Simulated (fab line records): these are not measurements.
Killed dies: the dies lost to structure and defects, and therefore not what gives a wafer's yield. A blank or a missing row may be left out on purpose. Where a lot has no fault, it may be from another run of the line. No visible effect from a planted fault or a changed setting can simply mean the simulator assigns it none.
2 desks, one fault / flow sky130 / only its own numbers are on each desk; what lay behind them is given at the end

THE METROLOGY DESK
What the gauges read, lot by lot, whatever tool the lot ran on: means of the sampled wafers that have a number. If a lot's mean is further than 4 standard deviations from the usual mean, the lot is out of limits and carries the mark OUT (the distance appears in the brackets).
Columns: A = VIA4_HDPCVD_THK at SKY_VIA4_THK_MEAS_01, usual 1752 nm; B = PASSIVATION_CVD_00_THK at SKY_PASSIVATION_THK_MEAS_01, usual 89.9 nm
lot=L369; first seen here=day 41 20:04; A=1716; B=89.4
lot=L372; first seen here=day 42 13:35; A=1763; B=91.4
lot=L371; first seen here=day 42 14:52; A=1745; B=90.1
lot=L373; first seen here=day 42 17:47; A=1758; B=89.4
lot=L378; first seen here=day 44 14:06; A=1759; B=90.0
lot=L379; first seen here=day 44 16:03; A=1745; B=89.7
lot=L385; first seen here=day 46 00:14; A=1741; B=91.4
lot=L386; first seen here=day 46 04:43; A=1736; B=91.1
lot=L387; first seen here=day 46 15:32; A=1752; B=88.4
lot=L389; first seen here=day 46 22:40; A=1771; B=89.4
lot=L390; first seen here=day 47 07:01; A=1775; B=89.6
lot=L391; first seen here=day 47 11:55; A=1725; B=90.5
lot=L392; first seen here=day 47 16:21; A=1770; B=89.8
Finding of this desk: none of the 13 lots has anything out of limits.

FOR THE TOOL OWNER'S DESK: cmp-01
The tool's own readings at SKY_CONTACT_CMP_27 (polishes, stops on SiO2, t overpolish 15 s, target thk 0 nm): means of the sampled wafers that have a number, for each lot that ran on this tool. If a lot's mean is further than 4 standard deviations from the usual mean, the lot is out of limits and carries the mark OUT (the distance appears in the brackets).
Columns: A = motor_current_A at SKY_CONTACT_CMP_27, usual 11.3 A; B = overpolish_run_s at SKY_CONTACT_CMP_27, usual 15.000 s; C = slurry_flow_ml_min at SKY_CONTACT_CMP_27, usual 150.0; D = time_to_endpoint_s at SKY_CONTACT_CMP_27, usual 82 s
lot=L369; first seen here=day 31 18:34; A=10.6; B=15.000; C=149.7; D=79
lot=L373; first seen here=day 32 18:35; A=10.4; B=15.000; C=149.6; D=82
lot=L378; first seen here=day 34 20:00; A=11.0; B=15.005; C=150.0; D=79
lot=L379; first seen here=day 34 23:54; A=10.9; B=14.995; C=150.1; D=80
lot=L390; first seen here=day 38 03:27; A=10.7; B=15.009; C=149.9; D=79
lot=L391; first seen here=day 38 10:38; A=10.2; B=15.010; C=150.0; D=82
lot=L392; first seen here=day 38 16:25; A=10.8; B=15.002; C=150.4; D=83
Finding of this desk: none of the 7 lots has anything out of limits.

TAKEN TOGETHER
The metrology desk saw nothing out of limits.
Nothing out of limits was seen by the tool owner's desk.

WHAT THE SIMULATOR HAD INSERTED
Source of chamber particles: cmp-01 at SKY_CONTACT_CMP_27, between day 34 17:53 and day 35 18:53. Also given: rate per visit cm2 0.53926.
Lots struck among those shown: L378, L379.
